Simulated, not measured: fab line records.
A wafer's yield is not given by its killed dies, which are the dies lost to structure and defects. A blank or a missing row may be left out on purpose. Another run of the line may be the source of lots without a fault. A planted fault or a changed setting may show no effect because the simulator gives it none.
Which tool did it? | flow sky130 | 42 wafers from 14 lots sampled at 2 of the route's 708 steps

== WHAT EACH GAUGE READ, for each wafer ==
The record lacks any reading of a measuring or inspecting step that a usual standard deviation could be used to judge.

== WHAT TOOL EACH LOT RAN ON (gives the tool, then ch and the chambers of the sampled wafers, and finally the start) ==
lot  | SKY_METAL2_SPUTTER_00        | SKY_PAD_OPEN_PROBE_99
L233 | pvd sputter-04, day 33 12:49 | -
L234 | pvd sputter-02, day 34 00:48 | -
L235 | pvd sputter-02, day 34 12:49 | prober-01, day 46 03:14
L236 | pvd sputter-04, day 34 15:30 | prober-02, day 46 05:26
L242 | pvd sputter-02, day 37 08:04 | prober-01, day 48 09:09
L244 | pvd sputter-02, day 37 15:41 | prober-02, day 48 14:14
L247 | pvd sputter-04, day 38 00:14 | -
L249 | pvd sputter-01, day 38 22:33 | -
L251 | pvd sputter-04, day 40 17:22 | -
L253 | pvd sputter-01, day 40 18:52 | prober-02, day 50 19:01
L254 | pvd sputter-04, day 40 22:19 | -
L252 | pvd sputter-01, day 40 22:37 | -
L255 | pvd sputter-02, day 40 23:13 | prober-02, day 50 20:58
L256 | pvd sputter-02, day 41 01:01 | prober-02, day 50 22:21
- SKY_METAL2_SPUTTER_00: material Ti, target thk 15 nm, time 10.38 s.
- SKY_PAD_OPEN_PROBE_99

== AS READ BY THE TOOLS THEMSELVES (means over the sampled wafers that have a number; for cases with no such wafer, the mark the record gives instead) ==
SKY_METAL2_SPUTTER_00. Usual: chamber pressure pa 0.4000 Pa, standard deviation 0.00074; throttle valve pct 29.9 %, standard deviation 1.1.
lot  | tool           | chamber pressure pa (Pa) | throttle valve pct (%) | flag
L233 | pvd sputter-04 | 0.4005                   | 29.4                   |
L234 | pvd sputter-02 | 0.4008                   | 30.0                   |
L235 | pvd sputter-02 | 0.4003                   | 30.0                   |
L236 | pvd sputter-04 | 0.3998                   | 28.7                   |
L242 | pvd sputter-02 | 0.4167                   | 29.9                   | OFF
L244 | pvd sputter-02 | 0.4164                   | 30.1                   | OFF
L247 | pvd sputter-04 | 0.4000                   | 28.9                   |
L249 | pvd sputter-01 | 0.4004                   | 29.7                   |
L251 | pvd sputter-04 | 0.4000                   | 29.0                   |
L253 | pvd sputter-01 | 0.3993                   | 29.4                   |
L254 | pvd sputter-04 | 0.3992                   | 30.4                   |
L252 | pvd sputter-01 | 0.4000                   | 30.0                   |
L255 | pvd sputter-02 | 0.4003                   | 31.0                   |
L256 | pvd sputter-02 | 0.4006                   | 30.6                   |

SKY_PAD_OPEN_PROBE_99. Usual: defect limited yield 82.5 %, standard deviation 2; killed_at_M0_to_M3 44, standard deviation 7.1; killed_at_M4_up 3.1, standard deviation 1.8; killed at contacts 24, standard deviation 5.3; killed at front end 15, standard deviation 4.5; killed at other 0.2, standard deviation 0.42; killed dies 86, standard deviation 9.6; killed open 46, standard deviation 6.9; killed short 40, standard deviation 6.4; sort_bin_3_pad_short 0.8 %, standard deviation 0.36; sort_bin_5_function 10.3 %, standard deviation 1.3; sort_bin_6_memory 6.4 %, standard deviation 1.2; sort n pass 406, standard deviation 9.6; sort yield pct 82.5 %, standard deviation 2.
lot  | tool      | defect limited yield (%) | killed_at_M0_to_M3 | killed_at_M4_up | killed at contacts | killed at front end | killed at other | killed dies | killed open | killed short | sort_bin_3_pad_short (%) | sort_bin_5_function (%) | sort_bin_6_memory (%) | sort n pass | sort yield pct (%) | flag
L235 | prober-01 | 81.3                     | 49                 | 3.7             | 22                 | 17                  | 0.3             | 92          | 54          | 38           | 0.9                      | 11.3                    | 6.5                   | 400         | 81.3               |
L236 | prober-02 | 82.0                     | 46                 | 5.7             | 24                 | 12                  | 0.0             | 89          | 52          | 37           | 0.5                      | 10.4                    | 7.0                   | 403         | 82.0               |
L242 | prober-01 | 80.3                     | 51                 | 3.0             | 24                 | 19                  | 0.3             | 97          | 53          | 44           | 0.7                      | 11.5                    | 7.6                   | 395         | 80.3               |
L244 | prober-02 | 82.0                     | 44                 | 5.0             | 26                 | 13                  | 0.0             | 88          | 48          | 41           | 0.8                      | 10.7                    | 6.5                   | 404         | 82.0               |
L253 | prober-02 | 82.0                     | 40                 | 5.0             | 27                 | 16                  | 0.3             | 88          | 48          | 40           | 0.9                      | 10.5                    | 6.6                   | 404         | 82.0               |
L255 | prober-02 | 82.9                     | 45                 | 2.7             | 20                 | 16                  | 0.0             | 84          | 45          | 39           | 0.8                      | 10.2                    | 6.0                   | 408         | 82.9               |
L256 | prober-02 | 81.6                     | 43                 | 3.0             | 27                 | 17                  | 0.3             | 91          | 47          | 44           | 1.0                      | 10.0                    | 7.4                   | 401         | 81.6               |

== THE ANSWER, worked out from the rows above alone ==
Rule: a lot counts as off when the mean over its wafers that have a number is more than 3 standard deviations away from the usual mean. Also off: a lot with no number at a reading for which 4 or more lots have one. All remaining lots with rows at the step are treated as sound. First the gauges in route order, then the tools' own readings, where a lot's mean is used as printed above. At the first step where some lot is off, the reading lying furthest off is the one used; lots without a number count as furthest.
Off at SKY_METAL2_SPUTTER_00 (chamber pressure pa): L242, L244.
A tool fits if, at that step or a process step before it, it ran every lot that is off, and no sound lot after the first of them. Of those tried, none fits.

== WHAT WAS PUT IN BY THE SIMULATOR ==
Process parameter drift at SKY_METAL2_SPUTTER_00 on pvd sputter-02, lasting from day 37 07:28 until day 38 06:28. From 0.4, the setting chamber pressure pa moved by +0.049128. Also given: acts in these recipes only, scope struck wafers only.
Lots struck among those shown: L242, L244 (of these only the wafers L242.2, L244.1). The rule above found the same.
